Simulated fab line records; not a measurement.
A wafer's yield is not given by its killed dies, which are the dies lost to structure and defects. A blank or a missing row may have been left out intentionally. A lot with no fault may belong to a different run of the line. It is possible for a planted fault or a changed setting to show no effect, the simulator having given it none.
Which tool is to blame? | flow sfq-line | 6 lots, 18 wafers sampled, at 2 steps of a route of 325

== WHAT THE GAUGES SHOWED, per wafer ==
SFQ_I0_BOW_MEAS_907.
lot  | measured     | on            | I0_BOW (um)
L441 | day 8 16:33  | film-metro-04 | 13 9 1
L443 | day 9 08:11  | film-metro-04 | 4 1 2
L445 | day 10 04:50 | film-metro-02 | -2 -4 -8
L450 | day 11 20:16 | film-metro-02 | 6 10 9
L455 | day 12 21:43 | film-metro-04 | -15 -10 2
L458 | day 13 18:41 | film-metro-02 | 3 -11 0

== WHAT TOOL EACH LOT RAN ON (gives the tool, then ch and the chambers of the sampled wafers, and finally the start) ==
lot  | SFQ_TRILAYER_L0_VIA_STRIP_STRIP_017
L441 | rie-metal-01 ch 0,1, day 6 08:12
L443 | rie-metal-02 ch 1, day 7 02:44
L445 | rie-metal-01 ch 0,1, day 7 17:10
L450 | rie-metal-03 ch 0,1, day 9 01:29
L455 | rie-metal-02 ch 0,1, day 10 06:23
L458 | rie-metal-01 ch 0,1, day 10 23:16
- SFQ_TRILAYER_L0_VIA_STRIP_STRIP_017: strips in O2.

== THE ANSWER, worked out from the rows above alone ==
Rule: what is usual is taken from the lots themselves. The widest of any qualifying gaps counts: lots, ordered by their means at a reading, are off when they make up no more than a third of the lots, leave a main group of 4 or more, and stand apart from it by 3 or more times the standard deviation of that group's means. Not used: any main group whose means are identical at the precision the tables above print for the reading. A lot without any number at a reading at which 4 lots or more have one is off too. Where the step has rows for the other lots, those lots are counted as sound.
None of the lots is off at any reading shown; this tells nothing.

== WHAT HAD BEEN PUT IN BY THE SIMULATOR ==
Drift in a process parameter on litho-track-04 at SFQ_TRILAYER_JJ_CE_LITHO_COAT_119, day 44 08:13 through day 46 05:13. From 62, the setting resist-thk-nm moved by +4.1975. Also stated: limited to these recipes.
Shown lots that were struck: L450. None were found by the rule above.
